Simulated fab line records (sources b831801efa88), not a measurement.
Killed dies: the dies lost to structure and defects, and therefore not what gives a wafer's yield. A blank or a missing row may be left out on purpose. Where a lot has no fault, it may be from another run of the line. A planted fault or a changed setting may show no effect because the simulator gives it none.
2 desks, one fault / flow gf180mcu / numbers are kept per desk, each desk with only its own; the story behind them comes last

## AT THE TOOL OWNER'S DESK: implanter-03
The tool's own readings at GF_PSD_IMPLANT_09, given as means over the sampled wafers that have a number, one for each lot that went through this tool. Any lot whose mean is over 4 standard deviations away from the usual mean is out of limits and marked OUT; that distance is given in the brackets.
Columns: A = dose_ions_cm2 at GF_PSD_IMPLANT_09, usual 1.5e+15; B = faraday_current_uA at GF_PSD_IMPLANT_09, usual 8251
lot=L862; first seen here=day 15 18:32; A=1.5e+15; B=8409
lot=L863; first seen here=day 16 04:41; A=1.5e+15; B=8060
lot=L864; first seen here=day 16 15:08; A=1.5e+15; B=8360
lot=L866; first seen here=day 17 08:23; A=1.4e+15 (-54) OUT; B=7883
lot=L867; first seen here=day 17 22:44; A=1.4e+15 (-54) OUT; B=7812
lot=L870; first seen here=day 18 18:54; A=1.4e+15 (-54) OUT; B=7606
lot=L878; first seen here=day 21 09:57; A=1.5e+15; B=8336
Finding of this desk: L866, L867, L870 out of limits; the first was L866 at day 17 08:23, on dose_ions_cm2 at GF_PSD_IMPLANT_09. Within limits: L862, L863, L864, L878.

## FROM THE METROLOGY DESK
Lot by lot, what the gauges showed, no matter which tool ran the lot: averages of those sampled wafers that carry a number. Any lot whose mean is over 4 standard deviations away from the usual mean is out of limits and marked OUT; that distance is given in the brackets.
Columns: A = NSD_OVL at GF_NSD_OVL_MEAS_08, usual -0.2 nm; B = PSD_RS at GF_PSD_RS_MEAS_15, usual 108.6 ohm/sq
lot=L861; first seen here=day 14 14:07; A=0.3; B=108.7
lot=L862; first seen here=day 14 20:47; A=-0.3; B=108.6
lot=L863; first seen here=day 15 06:50; A=2.1; B=108.8
lot=L864; first seen here=day 15 16:40; A=0.2; B=108.3
lot=L866; first seen here=day 16 09:24; A=0.0; B=110.6 (+6.2) OUT
lot=L867; first seen here=day 16 23:14; A=-0.9; B=110.9 (+7.1) OUT
lot=L870; first seen here=day 17 19:10; A=-1.5; B=111.3 (+8.1) OUT
lot=L876; first seen here=day 19 19:55; A=3.0; B=107.9
lot=L878; first seen here=day 20 09:03; A=0.2; B=108.8
lot=L879; first seen here=day 20 17:53; A=1.8; B=108.4
lot=L880; first seen here=day 21 04:39; A=1.0; B=108.7
Per this desk, out of limits: L866, L867, L870; the first was L866, day 17 08:57 (PSD_RS at GF_PSD_RS_MEAS_15). Within limits: L861, L862, L863, L864, L876, L878, L879, L880.

## BROUGHT TOGETHER
The tool owner's desk had the chance to raise an alarm at day 17 08:23 on L866, L867, L870.
On L866, L867, L870, the metrology desk was in a position to raise an alarm at day 17 08:57.
GF_PSD_IMPLANT_09 was run on implanter-03 by each of the lots named.

## WHAT HAD BEEN PUT IN BY THE SIMULATOR
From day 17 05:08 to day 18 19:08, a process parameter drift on implanter-03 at GF_PSD_IMPLANT_09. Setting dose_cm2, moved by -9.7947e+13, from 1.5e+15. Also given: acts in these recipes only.
Struck lots among those shown: L866, L867, L870.
Fault start to first reading out of limits, in hours, per desk: tool owner, 3; metrology, 4.
